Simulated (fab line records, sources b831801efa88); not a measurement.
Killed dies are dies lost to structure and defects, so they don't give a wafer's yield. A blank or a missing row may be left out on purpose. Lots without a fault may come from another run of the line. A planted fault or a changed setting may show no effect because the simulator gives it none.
A struck lot beside a sound one | flow sky130 | 15 steps out of a route of 708
Sound: wafers L101.2, L101.4, L101.5. Struck: wafers L993.2, L993.3, L993.5. The cause comes at the end.
At each step with rows: each side's tool, then ch and its chambers, then its first start. Under that, the readings that differ: sound wafers | struck wafers | difference of the means | sigmas: that difference in standard deviations of wafers without a fault.
alike: readings whose means differ by less than 2 such deviations, and words and numbers that are the same on both sides. not compared: withheld readings, readings that some wafer has no value for, bounds like >300 that may hide the same value, and numbers for which the record gives no deviation and whose values overlap.
The two part at a step that has a row with sigmas, a row that says differs or no value, or rows on one side only. Numbers that don't overlap but have no deviation are shown without sigmas and don't part them. A reading that every wafer of one side lacks parts them only if that side has two wafers or more.

first, 8 steps without rows for these wafers: SKY_METAL3_DEHYDRATE_05 (time 60 s); SKY_METAL3_HMDS_06 (prime time 60 s); SKY_METAL3_COAT_07 (resist thk 60 nm); SKY_METAL3_COAT_08 (resist thk 1140 nm); SKY_METAL3_SOFTBAKE_09 (time 90 s); SKY_METAL3_EXPOSE_10 (exposes mask MM3, target cd 300 nm); SKY_METAL3_PEB_11; SKY_METAL3_DEVELOP_12 (develop time 60 s).
SKY_METAL3_CD_MEAS_13: target cd 300 nm.
  sound on cd_sem-02, day 44 06:41; struck on cd_sem-01, day 42 06:50
  alike: cd_nm
SKY_METAL3_OVL_MEAS_14:
  sound on overlay-02, day 44 06:47; struck on overlay-01, day 42 06:56
  alike: METAL3_OVL
SKY_METAL3_DESCUM_15: chemistry O2, time 8 s.
  sound on rie_metal-04 ch 0, day 44 06:49; struck on rie_metal-03 ch 0,1, day 42 06:58
  alike: drypump_motor_current_A, oes_product_au
  not compared: rf_hours_counter_h
SKY_METAL3_ETCH_16: etches BARC in N2/H2, stops on SiO2, time 88.2 s, target depth 60 nm.
  sound on rie_metal-04 ch 0, day 44 06:50; struck on rie_metal-03 ch 0,1, day 42 06:59
  alike: bias_w, chamber_pressure_mTorr, drypump_motor_current_A, oes_product_au, throttle_valve_pct
  not compared: rf_hours_counter_h
SKY_METAL3_ETCH_17: etches SiO2 in C4F8/O2/Ar, stops on TiN, time 3.9 s, target depth 15 nm.
  sound on rie_diel-04 ch 0,1,2, day 44 06:56; struck on rie_diel-02 ch 2,3, day 42 07:05
  no value came back on the struck wafers for bias_w (W), chamber_pressure_mTorr (mTorr), oes_product_au (a.u.); on the sound wafers bias_w (W) reads 1206 1208 1202
SKY_METAL3_METAL_ETCH_18: etches the open film in Cl2/BCl3, stops on SiO2, target depth 845 nm, time 183.1 s.
  sound on rie_metal-03 ch 0,1, day 44 06:58; struck on rie_metal-01 ch 0,1, day 42 07:07
  alike: bcl3_flow_sccm, bias_w, drypump_motor_current_A, oes_product_au, throttle_valve_pct
  not compared: rf_hours_counter_h
-- the record jumps here: 7 days lie between the struck wafers' starts before and after (it left off in module METAL3 and takes up again in module PAD_OPEN, whose first step shown is number 708 of the route) --
SKY_PAD_OPEN_PROBE_99:
  sound on prober-02, day 50 10:44; struck on prober-02, day 48 20:51
  reading                  | sound          | struck         | difference | sigmas
  defect_limited_yield (%) | 82.3 86.4 81.3 | 0 0 0          | -83        | -46
  killed_at_M0_to_M3       | 44 25 53       | 457 446 455    | +412       | +62
  killed_dies              | 87 67 92       | 492 492 492    | +410       | +47
  killed_on_rim            | 20 11 23       | 96 96 96       | +78        | +23
  sort_bin_5_function (%)  | 10.2 7.7 10.4  | 93.7 91.7 93.3 | +83.5      | +60
  sort_n_pass              | 405 425 400    | 0 0 0          | -410       | -47
  sort_yield_pct (%)       | 82.3 86.4 81.3 | 0 0 0          | -83        | -46
  alike: killed_at_M4_up, killed_at_contacts, killed_at_front_end, killed_at_other, killed_open, killed_short, sort_bin_3_pad_short, sort_bin_6_memory

WHERE THEY PART
First at SKY_METAL3_ETCH_17; last, within this record, at SKY_PAD_OPEN_PROBE_99.

WHY: what the simulator had put in
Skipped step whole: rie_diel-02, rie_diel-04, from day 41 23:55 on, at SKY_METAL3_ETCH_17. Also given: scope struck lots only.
